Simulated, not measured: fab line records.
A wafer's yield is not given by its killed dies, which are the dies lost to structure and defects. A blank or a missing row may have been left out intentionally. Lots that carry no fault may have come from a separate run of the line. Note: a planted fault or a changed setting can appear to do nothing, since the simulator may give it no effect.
fab line records	flow sky130
record: lots: 14	wafers: 42	last-day: 50
route steps=708 shown POLY_CUT@315 RES_XHIGH@340 SD_N@354 LOCAL_INTERCONNECT@387
lots that met no fault: taken from a fault-free run of the same line
start-h: start of the lot's first displayed wafer, in hours after the record's first day	wait-h: hours since the lot's step before	" identical to the entry in the row above	L1.1+2: a row that stands for several wafers	- no value, or no start given	* or withheld: withheld	< > ~ a bound
route shown NAME@n: a module of which the file shows steps, and the number in the route of the first	usual: mean and standard deviation over wafers with no fault	same: alike in all rows	chamber/n: place in a boat	sites: the reading at each site	_std_site: how widely they spread, as a standard deviation	_edge_site: outer sites' mean less inner sites'	radius-mm: how far each site lies from the wafer's centre	mask NAME#n: copy n	behind: the most recent tool/chamber to have shaped the wafer	hold: why the lot went on hold/how many hours it stayed there/how the hold came to an end	device: whichever transistor did not switch (one of n, p or np)	end of line: tests of these same wafers at the route's end	a step without rows: its recipe alone	killed: at the first sort, the dies lost to defects and structure; wafer yield is something else	map: a wafer's dies, x killed, . not, _ none there
set.NAME: the setting that was run; set.NAME@STEP: the one run at that earlier step	model.NAME: the simulator's own value behind a step, which no gauge read
the route's steps for a sample of lots (tables are steps, rows are wafers)
services: from which hour (start-h, from the record's first day; less than 0 if before it) a tool's chamber was out of use, for how many hours, and why
== steps ==
step: SKY_POLY_CUT_CD_MEAS_08
recipe: target-cd-nm: 270
usual: cd-nm: 270.2/1.3
lot.wafer	tool	chamber	start-h	wait-h	cd-nm
L967.1	cd-sem-02	-	567.90	-	270.4
L967.2	"	-	"	"	269.9
L967.3	"	-	"	"	270.9
L968.2	cd-sem-02	-	569.23	-	269.8
L968.4	"	-	"	"	269.1
L968.5	"	-	"	"	268.9
L969.4	cd-sem-01	-	574.25	-	267.4
L969.5	"	-	"	"	269.1
L969.6	"	-	"	"	268.6
L970.1	cd-sem-01	-	581.86	-	270.6
L970.4	"	-	"	"	271.6
L970.5	"	-	"	"	271.3
L971.2	cd-sem-02	-	585.13	-	269.2
L971.4	"	-	"	"	268.7
L971.6	"	-	"	"	269.8
L972.1	cd-sem-01	-	605.12	-	272.7
L972.2	"	-	"	"	271.1
L972.6	"	-	"	"	272.4
L974.2	cd-sem-01	-	621.46	-	270.5
L974.3	"	-	"	"	269.7
L974.4	"	-	"	"	270.6
L978.2	cd-sem-01	-	669.46	-	269.9
L978.3	"	-	"	"	270.0
L978.4	"	-	"	"	270.5
L980.2	cd-sem-02	-	676.38	-	267.6
L980.4	"	-	"	"	267.6
L980.5	"	-	"	"	266.6
L984.2	cd-sem-02	-	701.16	-	272.0
L984.3	"	-	"	"	271.6
L984.6	"	-	"	"	272.4
L986.2	cd-sem-01	-	715.88	-	271.2
L986.5	"	-	"	"	270.9
L986.6	"	-	"	"	269.4
L988.3	cd-sem-02	-	733.24	-	272.5
L988.4	"	-	"	"	271.6
L988.5	"	-	"	"	271.6
L989.1	cd-sem-02	-	736.59	-	269.3
L989.2	"	-	"	"	268.7
L989.4	"	-	"	"	271.7
L990.2	cd-sem-01	-	742.23	-	271.4
L990.4	"	-	"	"	270.6
L990.6	"	-	"	"	271.2
step: SKY_RES_XHIGH_STRIP_08
recipe: chemistry: O2/N2	power-w: 1400	pressure-mtorr: 1500	platen-temp-c: withheld	o2-flow-sccm: 3000	n2-flow-sccm: 300	overash-fraction: 0.5
usual: drypump-motor-current-A: 5.54/0.25	n2-flow-sccm: 300.1/0.8	oes-product-au: 0.711/0.0045	strip-time-to-endpoint-s: 14.28/0.045
lot.wafer	tool	chamber	start-h	wait-h	drypump-motor-current-A	n2-flow-sccm	oes-product-au	rf-hours-counter-h	strip-time-to-endpoint-s
L967.1	plasma-asher-03	0	627.73	0.1	5.39	300.2	0.712	81	14.23
L967.2	"	1	"	"	5.19	300.7	0.712	81	14.20
L967.3	"	0	"	"	5.36	300.3	0.714	-	14.19
L968.2	plasma-asher-04	1	629.45	0.1	5.85	300.4	0.707	49	14.37
L968.4	"	1	"	"	5.85	299.8	0.711	-	14.39
L968.5	"	1	"	"	5.86	300.2	0.714	-	14.34
L969.4	plasma-asher-03	0	634.46	0.1	5.42	300.2	0.713	-	14.32
L969.5	"	1	"	"	5.18	299.6	0.712	-	14.34
L969.6	"	0	"	"	5.40	300.6	0.714	-	14.32
L970.1	plasma-asher-04	0	640.65	0.1	5.68	299.3	0.718	50	14.32
L970.4	"	1	"	"	5.86	298.5	0.707	-	14.26
L970.5	"	1	"	"	5.87	299.0	0.707	-	14.27
L971.2	plasma-asher-04	0	644.35	0.1	5.70	301.0	0.711	51	14.30
L971.4	"	1	"	"	5.86	299.2	0.704	-	14.31
L971.6	"	0	"	"	5.70	301.1	0.711	-	14.26
L972.1	plasma-asher-01	1	662.31	0.1	5.83	298.7	0.709	23	14.25
L972.2	"	0	"	"	5.34	300.5	0.715	23	14.24
L972.6	"	1	"	"	5.84	300.3	0.709	-	14.27
L974.2	plasma-asher-01	1	679.45	0.1	5.81	301.4	0.713	25	14.29
L974.3	"	1	"	"	5.80	300.3	0.715	-	14.27
L974.4	"	0	"	"	5.30	299.7	0.714	-	14.26
L978.2	plasma-asher-03	0	724.60	0.1	5.36	298.5	0.715	90	14.25
L978.3	"	0	"	"	5.39	299.2	0.704	-	14.28
L978.4	"	1	"	"	5.22	299.9	0.712	-	14.28
L980.2	plasma-asher-04	1	732.08	0.1	5.87	300.5	0.704	60	14.25
L980.4	"	0	"	"	5.70	300.8	0.714	-	14.20
L980.5	"	1	"	"	5.87	299.4	0.697	-	14.18
L984.2	plasma-asher-03	0	756.15	0.1	5.41	299.1	0.709	92	14.32
L984.3	"	0	"	"	5.38	299.4	0.711	-	14.29
L984.6	"	1	"	"	5.21	300.2	0.713	-	14.33
L986.2	plasma-asher-04	0	770.90	0.1	5.68	299.8	0.712	66	14.26
L986.5	"	1	"	"	5.87	299.9	0.715	-	14.30
L986.6	"	0	"	"	5.71	300.3	0.710	-	14.26
L988.3	plasma-asher-03	0	786.99	0.1	5.42	299.2	0.702	-	14.25
L988.4	"	1	"	"	5.20	299.5	0.714	-	14.29
L988.5	"	0	"	"	5.39	300.8	0.700	-	14.20
L989.1	plasma-asher-03	1	789.95	0.1	5.22	299.9	0.708	94	14.35
L989.2	"	0	"	"	5.38	300.1	0.722	94	14.29
L989.4	"	1	"	"	5.23	300.9	0.712	-	14.32
L990.2	plasma-asher-04	1	796.11	0.1	5.88	300.2	0.712	69	14.26
L990.4	"	1	"	"	5.88	299.6	0.710	-	14.22
L990.6	"	0	"	"	5.68	300.9	0.716	-	14.24
step: SKY_SD_N_TW_MEAS_12
usual: SD_N_TW: 3997/23
lot.wafer	tool	chamber	start-h	wait-h	SD_N_TW
L967.1	film-metro-03	-	656.38	0.1	4002
L967.2	"	-	"	"	4004
L967.3	"	-	"	"	4012
L968.2	film-metro-03	-	657.97	0.1	4022
L968.4	"	-	"	"	3978
L968.5	"	-	"	"	3999
L969.4	film-metro-03	-	662.77	0.1	4014
L969.5	"	-	"	"	4037
L969.6	"	-	"	"	3992
L970.1	film-metro-03	-	669.58	0.1	3999
L970.4	"	-	"	"	3991
L970.5	"	-	"	"	4001
L971.2	film-metro-04	-	672.60	0.1	3978
L971.4	"	-	"	"	4042
L971.6	"	-	"	"	4007
L972.1	film-metro-02	-	692.03	0.1	3961
L972.2	"	-	"	"	3973
L972.6	"	-	"	"	3972
L974.2	film-metro-04	-	708.09	0.1	3966
L974.3	"	-	"	"	3964
L974.4	"	-	"	"	3976
L978.2	film-metro-02	-	751.47	0.1	3976
L978.3	"	-	"	"	3985
L978.4	"	-	"	"	3980
L980.2	film-metro-03	-	758.89	0.1	4010
L980.4	"	-	"	"	4010
L980.5	"	-	"	"	4027
L984.2	film-metro-04	-	783.62	0.1	3989
L984.3	"	-	"	"	3978
L984.6	"	-	"	"	3980
L986.2	film-metro-02	-	797.41	0.1	3964
L986.5	"	-	"	"	4002
L986.6	"	-	"	"	3972
L988.3	film-metro-02	-	814.50	0.1	4000
L988.4	"	-	"	"	3993
L988.5	"	-	"	"	3999
L989.1	film-metro-03	-	816.57	0.1	4054
L989.2	"	-	"	"	4018
L989.4	"	-	"	"	4017
L990.2	film-metro-02	-	822.37	0.1	3994
L990.4	"	-	"	"	3962
L990.6	"	-	"	"	3991
step: SKY_LOCAL_INTERCONNECT_SPUTTER_00
recipe: material: TiN	target-thk-nm: 100	temp-c: 300	power-w: 6500	time-s: 83.3	chamber-pressure-pa: 0.4
usual: cathode-dc-power-W: 6500.0/1.1	throttle-valve-pct: 29.9/0.9
lot.wafer	tool	chamber	start-h	wait-h	cathode-dc-power-W	throttle-valve-pct
L967.1	pvd-sputter-03	-	686.98	0.1	6499.8	29.6
L967.2	"	-	"	"	6500.3	30.7
L967.3	"	-	"	"	6498.2	29.1
L968.2	pvd-sputter-03	-	688.72	0.1	6500.6	28.0
L968.4	"	-	"	"	6499.4	29.0
L968.5	"	-	"	"	6499.2	28.2
L969.4	pvd-sputter-03	-	694.32	0.1	6501.9	29.2
L969.5	"	-	"	"	6501.1	31.1
L969.6	"	-	"	"	6500.7	29.6
L970.1	pvd-sputter-03	-	699.21	0.1	6501.0	29.8
L970.4	"	-	"	"	6499.2	29.5
L970.5	"	-	"	"	6500.5	31.0
L971.2	pvd-sputter-04	-	702.81	0.2	6500.4	31.6
L971.4	"	-	"	"	6501.5	29.5
L971.6	"	-	"	"	6500.0	29.5
L972.1	pvd-sputter-04	-	721.36	0.2	6500.4	29.8
L972.2	"	-	"	"	6500.3	29.4
L972.6	"	-	"	"	6499.3	30.1
L974.2	pvd-sputter-01	-	737.59	0.2	6502.2	30.0
L974.3	"	-	"	"	6499.8	30.6
L974.4	"	-	"	"	6500.3	30.4
L978.2	pvd-sputter-03	-	781.36	0.1	7596.0	29.1
L978.3	"	-	"	"	7595.6	28.1
L978.4	"	-	"	"	7598.7	29.3
L980.2	pvd-sputter-03	-	787.84	0.1	7598.2	29.8
L980.4	"	-	"	"	7598.7	29.3
L980.5	"	-	"	"	7598.2	28.3
L984.2	pvd-sputter-01	-	812.33	0.2	6500.9	30.3
L984.3	"	-	"	"	6499.3	30.8
L984.6	"	-	"	"	6499.6	29.9
L986.2	pvd-sputter-04	-	825.99	0.2	6500.3	29.8
L986.5	"	-	"	"	6499.7	30.0
L986.6	"	-	"	"	6499.6	31.6
L988.3	pvd-sputter-01	-	841.84	0.2	6500.1	30.4
L988.4	"	-	"	"	6500.0	31.2
L988.5	"	-	"	"	6498.9	30.1
L989.1	pvd-sputter-01	-	843.99	0.1	6498.3	29.8
L989.2	"	-	"	"	6500.6	30.3
L989.4	"	-	"	"	6500.2	30.4
L990.2	pvd-sputter-01	-	851.19	0.2	6500.2	29.8
L990.4	"	-	"	"	6500.8	30.5
L990.6	"	-	"	"	6498.8	30.3
step: SKY_LOCAL_INTERCONNECT_RS_MEAS_01
recipe: thk-meas-gauge: four-point-probe	reads: TiN_of_LOCAL_INTERCONNECT_SPUTTER_00
usual: LOCAL_INTERCONNECT_TIN_RS: 14.05/0.13
lot.wafer	tool	chamber	start-h	wait-h	LOCAL_INTERCONNECT_TIN_RS[ohm/sq]
L967.1	film-metro-01	-	687.05	0.0	13.99
L967.2	"	-	"	"	13.99
L967.3	"	-	"	"	13.98
L968.2	film-metro-02	-	688.81	0.1	14.09
L968.4	"	-	"	"	14.00
L968.5	"	-	"	"	14.04
L969.4	film-metro-01	-	694.45	0.1	13.95
L969.5	"	-	"	"	13.99
L969.6	"	-	"	"	13.80
L970.1	film-metro-04	-	699.27	0.0	14.14
L970.4	"	-	"	"	14.14
L970.5	"	-	"	"	14.23
L971.2	film-metro-01	-	702.89	0.1	13.95
L971.4	"	-	"	"	14.08
L971.6	"	-	"	"	14.03
L972.1	film-metro-04	-	721.42	0.0	14.28
L972.2	"	-	"	"	14.18
L972.6	"	-	"	"	14.08
L974.2	film-metro-01	-	737.67	0.1	13.94
L974.3	"	-	"	"	14.18
L974.4	"	-	"	"	13.86
L978.2	film-metro-04	-	781.44	0.1	12.01
L978.3	"	-	"	"	11.96
L978.4	"	-	"	"	12.04
L980.2	film-metro-01	-	787.92	0.1	12.05
L980.4	"	-	"	"	11.99
L980.5	"	-	"	"	11.91
L984.2	film-metro-01	-	812.41	0.1	13.83
L984.3	"	-	"	"	13.82
L984.6	"	-	"	"	13.64
L986.2	film-metro-01	-	826.07	0.1	14.06
L986.5	"	-	"	"	13.98
L986.6	"	-	"	"	13.95
L988.3	film-metro-01	-	841.94	0.1	13.95
L988.4	"	-	"	"	14.14
L988.5	"	-	"	"	13.95
L989.1	film-metro-02	-	844.05	0.0	14.34
L989.2	"	-	"	"	14.28
L989.4	"	-	"	"	14.21
L990.2	film-metro-01	-	851.27	0.1	14.08
L990.4	"	-	"	"	14.14
L990.6	"	-	"	"	14.07
step: SKY_LOCAL_INTERCONNECT_THK_MEAS_02
recipe: thk-meas-gauge: xrf	reads: TiN_of_LOCAL_INTERCONNECT_SPUTTER_00
usual: LOCAL_INTERCONNECT_TIN_THK: 98.7/1.2
lot.wafer	tool	chamber	start-h	wait-h	LOCAL_INTERCONNECT_TIN_THK[nm]
L967.1	film-metro-01	-	687.17	0.1	98.7
L967.2	"	-	"	"	99.3
L967.3	"	-	"	"	98.8
L968.2	film-metro-02	-	688.92	0.1	97.5
L968.4	"	-	"	"	97.6
L968.5	"	-	"	"	97.6
L969.4	film-metro-01	-	694.54	0.1	99.6
L969.5	"	-	"	"	99.2
L969.6	"	-	"	"	100.2
L970.1	film-metro-04	-	699.39	0.1	98.4
L970.4	"	-	"	"	98.1
L970.5	"	-	"	"	97.8
L971.2	film-metro-01	-	703.00	0.1	99.8
L971.4	"	-	"	"	99.0
L971.6	"	-	"	"	99.6
L972.1	film-metro-04	-	721.54	0.1	97.8
L972.2	"	-	"	"	98.2
L972.6	"	-	"	"	99.3
L974.2	film-metro-01	-	737.78	0.1	99.4
L974.3	"	-	"	"	98.6
L974.4	"	-	"	"	100.3
L978.2	film-metro-04	-	781.55	0.1	115.0
L978.3	"	-	"	"	115.2
L978.4	"	-	"	"	114.2
L980.2	film-metro-01	-	788.03	0.1	114.2
L980.4	"	-	"	"	115.3
L980.5	"	-	"	"	116.0
L984.2	film-metro-01	-	812.52	0.1	100.9
L984.3	"	-	"	"	101.1
L984.6	"	-	"	"	102.0
L986.2	film-metro-01	-	826.18	0.1	98.7
L986.5	"	-	"	"	99.1
L986.6	"	-	"	"	99.6
L988.3	film-metro-01	-	842.04	0.1	99.9
L988.4	"	-	"	"	98.4
L988.5	"	-	"	"	99.9
L989.1	film-metro-02	-	844.17	0.1	95.7
L989.2	"	-	"	"	95.8
L989.4	"	-	"	"	96.6
L990.2	film-metro-01	-	851.38	0.1	99.3
L990.4	"	-	"	"	98.5
L990.6	"	-	"	"	98.9
step: SKY_LOCAL_INTERCONNECT_METAL_ETCH_14
recipe: target-depth-nm: 110	stop-on: PSG	chemistry: Cl2/BCl3	target: TiN	resist-sidewall-deg: 88	pressure-mtorr: 10	icp-w: 900	bias-w: 48.5	Cl2_flow_sccm: 60	bcl3-flow-sccm: 30	time-s: 31.4
usual: drypump-motor-current-A: 5.8/0.65	oes-product-au: 0.945/0.006	throttle-valve-pct: 21.898/0.0086
lot.wafer	tool	chamber	start-h	wait-h	drypump-motor-current-A	oes-product-au	rf-hours-counter-h	throttle-valve-pct
L967.1	rie-metal-04	1	715.11	0.0	6.7	0.953	1	21.897
L967.2	"	0	"	"	6.1	0.945	11	21.884
L967.3	"	0	"	"	6.1	0.949	-	21.903
L968.2	rie-metal-04	1	716.73	0.0	6.7	0.939	1	21.892
L968.4	"	0	"	"	6.1	0.948	-	21.899
L968.5	"	0	"	"	6.1	0.945	-	21.898
L969.4	rie-metal-04	0	722.16	0.0	6.1	0.953	-	21.885
L969.5	"	0	"	"	6.1	0.941	-	21.897
L969.6	"	1	"	"	6.7	0.955	-	21.888
L970.1	rie-metal-01	0	726.41	0.0	4.9	0.940	4	21.895
L970.4	"	1	"	"	5.8	0.946	-	21.897
L970.5	"	1	"	"	5.7	0.950	-	21.903
L971.2	rie-metal-01	0	730.35	0.0	4.9	0.946	4	21.893
L971.4	"	1	"	"	5.8	0.946	-	21.905
L971.6	"	0	"	"	4.9	0.945	-	21.897
L972.1	rie-metal-04	1	748.43	0.0	6.7	0.940	2	21.902
L972.2	"	0	"	"	6.1	0.947	12	21.912
L972.6	"	1	"	"	6.7	0.945	-	21.902
L974.2	rie-metal-03	0	764.63	0.0	5.3	0.948	14	21.902
L974.3	"	1	"	"	5.8	0.942	-	21.897
L974.4	"	0	"	"	5.3	0.954	-	21.885
L978.2	rie-metal-04	1	808.71	0.0	6.8	0.990	4	21.859
L978.3	"	1	"	"	6.8	1.002	-	21.860
L978.4	"	0	"	"	6.1	1.002	-	21.854
L980.2	rie-metal-04	1	815.28	0.0	6.7	0.991	5	21.859
L980.4	"	0	"	"	6.1	1.000	-	21.866
L980.5	"	1	"	"	6.8	1.004	-	21.866
L984.2	rie-metal-01	1	838.77	0.0	5.7	0.957	7	21.893
L984.3	"	1	"	"	5.8	0.942	-	21.892
L984.6	"	0	"	"	4.9	0.951	-	21.875
L986.2	rie-metal-04	0	852.48	0.0	6.1	0.952	16	21.910
L986.5	"	0	"	"	6.1	0.949	-	21.900
L986.6	"	1	"	"	6.7	0.946	-	21.887
L988.3	rie-metal-01	1	868.77	0.0	5.8	0.944	-	21.891
L988.4	"	0	"	"	4.8	0.941	-	21.906
L988.5	"	0	"	"	4.9	0.952	-	21.902
L989.1	rie-metal-01	0	870.86	0.0	4.9	0.931	9	21.916
L989.2	"	1	"	"	5.7	0.936	8	21.900
L989.4	"	0	"	"	4.9	0.938	-	21.897
L990.2	rie-metal-04	0	878.58	0.0	6.1	0.944	0	21.891
L990.4	"	0	"	"	6.1	0.936	-	21.896
L990.6	"	0	"	"	6.1	0.944	-	21.916
== services ==
tool	chamber	start-h	hours	kind
rie-metal-04	-	604.23	0.6	repair
rie-metal-04	-	620.70	0.3	repair
rie-metal-04	1	633.75	-	clean
rie-metal-04	1	633.75	21.2	scheduled-down
plasma-asher-04	-	635.27	1.8	repair
plasma-asher-03	-	640.99	1.4	repair
rie-metal-03	-	641.59	1.4	pm
rie-metal-03	0	660.12	12.6	repair
pvd-sputter-04	-	660.18	3.1	repair
pvd-sputter-04	-	689.48	12.6	repair
rie-metal-03	-	693.30	2.8	pm
pvd-sputter-03	-	717.82	3.6	repair
plasma-asher-01	-	719.50	1.9	repair
plasma-asher-03	-	735.66	8.4	repair
plasma-asher-01	-	742.75	2.8	pm
plasma-asher-01	-	746.89	2.0	repair
plasma-asher-03	-	750.92	1.3	repair
plasma-asher-01	-	762.29	11.0	pm
plasma-asher-03	-	765.97	14.6	pm
rie-metal-04	-	776.47	4.3	pm
rie-metal-04	1	791.74	1.5	repair
pvd-sputter-01	-	818.33	4.8	repair
rie-metal-03	-	820.09	0.5	repair
rie-metal-01	-	852.71	0.6	repair
== key ==
first-sign: step: SKY_LOCAL_INTERCONNECT_SPUTTER_00	reading: cathode-dc-power-W	direction: up	sigmas: 99+	usual: 6500.0	struck: 7597.6
effect: step: SKY_LOCAL_INTERCONNECT_RS_MEAS_01	reading: LOCAL_INTERCONNECT_TIN_RS	direction: down	sigmas: 16	usual: 14.05	struck: 11.99
effect: step: SKY_LOCAL_INTERCONNECT_THK_MEAS_02	reading: LOCAL_INTERCONNECT_TIN_THK	direction: up	sigmas: 13	usual: 98.7	struck: 115.0
effect: step: SKY_LOCAL_INTERCONNECT_METAL_ETCH_14	reading: oes-product-au	direction: up	sigmas: 8.9	usual: 0.945	struck: 0.998
met-at SKY_LOCAL_INTERCONNECT_SPUTTER_00
struck-lots L978,L980
later-rows-left-out L978.2,L978.3,L978.4,L980.2,L980.4,L980.5
sort-left-out L978.2,L978.3,L978.4,L980.2,L980.4,L980.5
tester-left-out L978,L980
not-acting-at SKY_POLY_CUT_CD_MEAS_08,SKY_RES_XHIGH_STRIP_08,SKY_SD_N_TW_MEAS_12
onset-between 699.21 781.36
fault: kind: process-parameter-drift	tool: pvd-sputter-03	chamber: -	onset-h: 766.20	steps: SKY_LOCAL_INTERCONNECT_SPUTTER_00	channel: power-w	offset: *	shape: step	end-h: 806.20	acts-in: *	stated: *
tester-left-out: of these lots the tester's yield and bins aren't shown, on N5 and GAA mostly nor the transistor test; their killed dies are dies lost to structure and defects alone, not to doping, threshold or leakage, so they don't give the yield
sort-left-out: the simulated sort isn't trusted on such a fault, so these wafers' sort isn't shown, and their yield isn't known
later-rows-left-out: the simulator's readings of these wafers behind a module that went badly wrong aren't trusted and aren't shown, but for the sort
